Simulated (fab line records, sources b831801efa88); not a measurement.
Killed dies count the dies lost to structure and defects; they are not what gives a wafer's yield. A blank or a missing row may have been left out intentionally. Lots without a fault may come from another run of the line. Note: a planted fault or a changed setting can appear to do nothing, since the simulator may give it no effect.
Matching of chambers | flow gf180mcu | 4 sister chambers for GF_STI_CMP_25 on cmp-01
The step polishes, stops on Si3N4, t overpolish 33 s, target thk 524.6 nm. 8 wafers are shown with their chamber, then 8 later ones without.

## EACH WAFER AND ITS CHAMBER
wafer  | chamber | motorCurrentA (A) | timeToEndpointS (s)
L665.1 | 1       | 13.9              | 117
L670.1 | 1       | 14.6              | 123
L671.3 | 3       | 13.9              | 125
L677.1 | 3       | 13.0              | 123
L678.1 | 0       | 11.9              | 125
L678.3 | 2       | 14.6              | 126
L678.5 | 0       | 12.5              | 123
L679.2 | 2       | 13.8              | 124

## WAFERS MISSING THEIR CHAMBER
wafer  | motorCurrentA (A) | timeToEndpointS (s)
L679.4 | 13.4              | 121
L679.6 | 13.2              | 129
L680.2 | 13.8              | 122
L680.4 | 11.6              | 120
L680.6 | 14.8              | 122
L686.1 | 12.3              | 124
L686.2 | 13.2              | 124
L686.3 | 13.8              | 122

## WHICH CHAMBER EACH ONE RAN IN
wafer  | from the rows above               | in truth
L679.4 | can't be placed: 3 or 1 or 2 or 0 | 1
L679.6 | can't be placed: 3 or 2 or 0      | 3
L680.2 | can't be placed: 3 or 1 or 2      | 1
L680.4 | can't be placed: 0 or 3           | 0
L680.6 | can't be placed: 1 or 2 or 3      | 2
L686.1 | can't be placed: 0 or 3           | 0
L686.2 | can't be placed: 3 or 0 or 2      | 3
L686.3 | can't be placed: 3 or 1 or 2      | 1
Correctly placed: 0 of 8. These rows do not allow placing 8 (true chamber among the candidates in 8). Placed wrongly: 0.
How it was worked out, from the rows above alone: a wafer's distance from a chamber is the root of the sum, over the readings, of the square of ((its reading less the chamber's mean) divided by the reading's scatter). If the next closest chamber is less than 2 further off than the closest, the wafer can't be placed; otherwise it belongs to the closest. Each chamber's mean is taken over the wafers shown for it. How the scatter is found: for the shown wafers, subtract from each reading the mean of its chamber, square and add these, divide the total by (wafers less chambers), then take the root.
